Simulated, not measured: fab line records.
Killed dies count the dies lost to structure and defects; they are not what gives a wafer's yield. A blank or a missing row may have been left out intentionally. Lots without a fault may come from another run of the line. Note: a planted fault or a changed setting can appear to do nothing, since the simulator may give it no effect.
Matching of chambers    flow gf180mcu    GF_V3_CVD_02 on pecvd-02: 3 sister chambers
The step deposits SiO2 from TEOS, target thk 850 nm, time 94.851 s. 6 wafers are shown with their chamber, then 8 later ones without.

WAFERS WITH THEIR CHAMBER
wafer   chamber  heaterPowerW (W)
L083.3  1        762
L083.6  1        772
L084.4  2        682
L089.4  2        701
L089.5  0        711
L091.2  0        734

WAFERS WITHOUT THEIR CHAMBER
wafer   heaterPowerW (W)
L091.4  689
L091.6  606
L094.2  657
L094.5  558
L094.6  687
L097.1  666
L097.3  659
L097.4  680

THE CHAMBER EACH PASSED THROUGH
wafer    from the rows above   in truth
L091.4   2                     2
L091.6   2                     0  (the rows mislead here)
L094.2   2                     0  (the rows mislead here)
L094.5   2                     2
L094.6   2                     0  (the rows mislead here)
L097.1   2                     2
L097.3   2                     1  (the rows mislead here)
L097.4   2                     2
4 of 8 placed correctly. Not placeable from these rows: 0. Wrongly placed: 4.
How it was worked out, from the rows above alone: a wafer's distance from a chamber is the root of the sum, over the readings, of the square of ((its reading less the chamber's mean) divided by the reading's scatter). If the next closest chamber is less than 2 further off than the closest, the wafer can't be placed; otherwise it belongs to the closest. The mean given for a chamber averages the wafers shown for that chamber. The scatter: take each reading less its chamber's mean, square it, sum over the shown wafers, divide by the number of wafers less the number of chambers, and take the root.
